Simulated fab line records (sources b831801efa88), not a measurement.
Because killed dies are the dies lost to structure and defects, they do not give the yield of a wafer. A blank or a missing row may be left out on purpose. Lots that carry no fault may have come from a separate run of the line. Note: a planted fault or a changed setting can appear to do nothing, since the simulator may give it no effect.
One fault seen from 2 desks	flow gf180mcu	each desk holds nothing but its own numbers, with what lay behind them at the end

THE TOOL OWNER'S DESK: implanter-01
The tool's own readings at GF_LVPWELL_IMPLANT_08: means of the sampled wafers that have a number, for each lot that ran on this tool. A lot is out of limits, marked OUT, if its mean lies more than 4 standard deviations from the usual mean; the brackets give that distance.
Columns: A = beamOnS at GF_LVPWELL_IMPLANT_08, usual 9.97 s
lot	first seen here	A
L823	day 4 01:44	10.14
L826	day 4 19:54	10.28
L831	day 5 23:22	10.15
L832	day 6 06:16	9.85
L834	day 6 16:44	9.89
L836	day 7 08:53	9.97
L842	day 8 15:02	9.97
L843	day 8 20:16	10.12
L844	day 9 00:32	9.80
Finding of this desk: none of the 9 lots has anything out of limits.

THE METROLOGY DESK
Means of the sampled wafers that have a number, per lot and without regard to the tool the lot ran on: this is what the gauges read. A lot is out of limits, marked OUT, if its mean lies more than 4 standard deviations from the usual mean; the brackets give that distance.
Columns: A = LVPWELL_RS at GF_VT_IMPLANT_RS_MEAS_48, usual 1196 ohm/sq; B = CONTACT_CVD_00_THK at GF_CONTACT_THK_MEAS_01, usual 301 nm
lot	first seen here	A	B
L822	day 7 12:44	1197	303
L823	day 7 20:05	1197	302
L824	day 8 04:41	1192	301
L825	day 8 13:47	1198	302
L826	day 8 17:54	1196	304
L828	day 9 06:37	1197	302
L831	day 10 03:20	1194	305
L832	day 10 10:57	1197	304
L834	day 10 21:56	1200	296
L836	day 11 17:20	1195	300
L842	day 13 05:55	1203	302
L843	day 13 12:29	1204	298
L844	day 13 17:17	1204	304
L845	day 14 00:31	1197	302
Finding of this desk: none of the 14 lots has anything out of limits.

PUT TOGETHER
The tool owner's desk saw nothing out of limits.
At the metrology desk, nothing out of limits was observed.

WHAT THE SIMULATOR HAD INSERTED
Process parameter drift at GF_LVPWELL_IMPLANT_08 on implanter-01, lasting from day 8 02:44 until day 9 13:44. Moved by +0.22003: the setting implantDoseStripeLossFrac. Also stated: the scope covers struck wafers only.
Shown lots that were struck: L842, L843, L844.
